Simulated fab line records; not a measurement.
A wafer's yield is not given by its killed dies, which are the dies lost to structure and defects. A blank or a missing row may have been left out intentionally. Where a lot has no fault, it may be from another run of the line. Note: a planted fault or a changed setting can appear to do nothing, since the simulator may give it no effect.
Which tool did it? / flow sky130 / 7 lots, 21 wafers sampled, at 1 step of a route of 708

== WHAT THE GAUGES READ, wafer by wafer ==
SKY_NWELL_THK_MEAS_02.
lot=L617; measured=day 3 17:01; on=film-metro-03; NWELL_OXIDATION_THK (nm)=10.00 9.93 9.91
lot=L619; measured=day 4 06:20; on=film-metro-04; NWELL_OXIDATION_THK (nm)=10.26 10.41 10.48
lot=L622; measured=day 4 18:52; on=film-metro-03; NWELL_OXIDATION_THK (nm)=10.23 10.31 10.13
lot=L625; measured=day 5 13:22; on=film-metro-04; NWELL_OXIDATION_THK (nm)=9.89 9.95 9.74
lot=L627; measured=day 6 01:05; on=film-metro-01; NWELL_OXIDATION_THK (nm)=10.05 10.19 10.03
lot=L629; measured=day 6 13:40; on=film-metro-01; NWELL_OXIDATION_THK (nm)=10.22 10.23 10.20
lot=L634; measured=day 7 12:07; on=film-metro-03; NWELL_OXIDATION_THK (nm)=10.12 9.92 10.04

== EACH LOT AND THE TOOL THAT RAN IT (in order: tool; ch and the chambers of the sampled wafers; start) ==
Record: no process step prior to these readings.

== THE ANSWER, worked out from the rows above alone ==
Rule: what is usual is taken from the lots themselves. The widest of any qualifying gaps counts: lots, ordered by their means at a reading, are off when they make up no more than a third of the lots, leave a main group of 4 or more, and stand apart from it by 3 or more times the standard deviation of that group's means. Not used: any main group whose means are identical at the precision the tables above print for the reading. A lot without any number at a reading at which 4 lots or more have one is off too. The other lots that the step has rows for count as sound.
No lot is off on any of the readings shown, so nothing can be concluded from this.

== WHAT WAS PUT IN BY THE SIMULATOR ==
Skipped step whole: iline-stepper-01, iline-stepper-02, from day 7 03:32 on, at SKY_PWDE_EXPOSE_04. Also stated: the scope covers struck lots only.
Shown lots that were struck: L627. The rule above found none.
